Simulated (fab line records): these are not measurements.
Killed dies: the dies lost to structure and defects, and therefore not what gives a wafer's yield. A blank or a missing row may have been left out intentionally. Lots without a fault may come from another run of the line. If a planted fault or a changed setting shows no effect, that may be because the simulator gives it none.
Struck lot and sound lot, side by side :: flow sky130 :: 15 out of 708 route steps
Sound: these wafers, L622.2, L622.5, L622.6. Wafers struck: L629.3, L629.5, L629.6. The cause is named last.
Each step with rows lists, per side, the tool, then ch with its chambers, then its first start. Under that, the readings that differ: sound wafers :: struck wafers :: difference of the means :: sigmas: that difference in standard deviations of wafers without a fault.
alike: readings whose means differ by less than 2 such deviations, and words and numbers that are the same on both sides. not compared: withheld readings, readings that some wafer has no value for, bounds like >300 that may hide the same value, and numbers for which the record gives no deviation and whose values overlap.
A row with sigmas, a row that says differs or no value, or rows on one side alone: a step with any of these is where the two part. Numbers that have no deviation but don't overlap get no sigmas and don't part them. A reading missing from all wafers of one side parts the sides only when that side holds two or more wafers.

SKY_NWELL_THK_MEAS_02:
  sound on filmMetro-04, day 3 05:31; struck on filmMetro-03, day 4 16:55
  alike: NWELL_OXIDATION_THK
then, 8 steps without rows for these wafers: SKY_DNWELL_DEHYDRATE_00 (time 60 s); SKY_DNWELL_HMDS_01 (prime time 60 s); SKY_DNWELL_COAT_02 (resist thk 3000 nm); SKY_DNWELL_SOFTBAKE_03; SKY_DNWELL_EXPOSE_04 (exposes mask DNM, target cd 3000 nm); SKY_DNWELL_PEB_05; SKY_DNWELL_DEVELOP_06 (develop time 60 s); SKY_DNWELL_IMPLANT_07.
SKY_DNWELL_STRIP_08: strips in O2/N2.
  sound on plasmaAsher-03 ch 0,1, day 3 20:34; struck on plasmaAsher-02 ch 0,1, day 5 09:41
reading: oesProductAu (a.u.)
sound: 0.733 0.724 0.730
struck: 0.717 0.716 0.721
difference: -0.011
sigmas: -2
  alike: drypumpMotorCurrentA, stripTimeToEndpointS
  not compared: rfHoursCounterH
SKY_DNWELL_TW_MEAS_09:
  sound on filmMetro-02, day 3 20:40; struck on filmMetro-04, day 5 09:47
  alike: DNWELL_TW
then, 1 step without rows for these wafers: SKY_PWDE_DEHYDRATE_00 (time 60 s).
SKY_PWDE_HMDS_01: prime time 60 s.
  sound on lithoTrack-03 ch 0, day 4 04:57; struck on lithoTrack-03 ch 0, day 5 18:55
reading: primeTempC (C)
sound: 120.03 120.21 120.27
struck: 121.71 121.61 121.76
difference: +1.52
sigmas: +13
  alike: resistLineTempC
then, 1 step without rows for these wafers: SKY_PWDE_COAT_02 (resist thk 3000 nm).
-- the record jumps here: 43 days lie between the struck wafers' starts before and after (it left off in module PWDE and takes up again in module PAD_OPEN, whose first step shown is number 708 of the route) --
SKY_PAD_OPEN_PROBE_99:
  sound on prober-02, day 46 18:50; struck on prober-02, day 48 17:51
  alike: killed_at_M0_to_M3, killed_at_M4_up, killedAtContacts, killedAtFrontEnd, killedAtOther, killedDies, killedOpen, killedShort

== WHERE THEY PART ==
Earliest at SKY_DNWELL_STRIP_08; latest, in this record, at SKY_PWDE_HMDS_01. Later steps at which nothing parts them and some readings are alike: SKY_PAD_OPEN_PROBE_99.

WHY: the cause the simulator had injected
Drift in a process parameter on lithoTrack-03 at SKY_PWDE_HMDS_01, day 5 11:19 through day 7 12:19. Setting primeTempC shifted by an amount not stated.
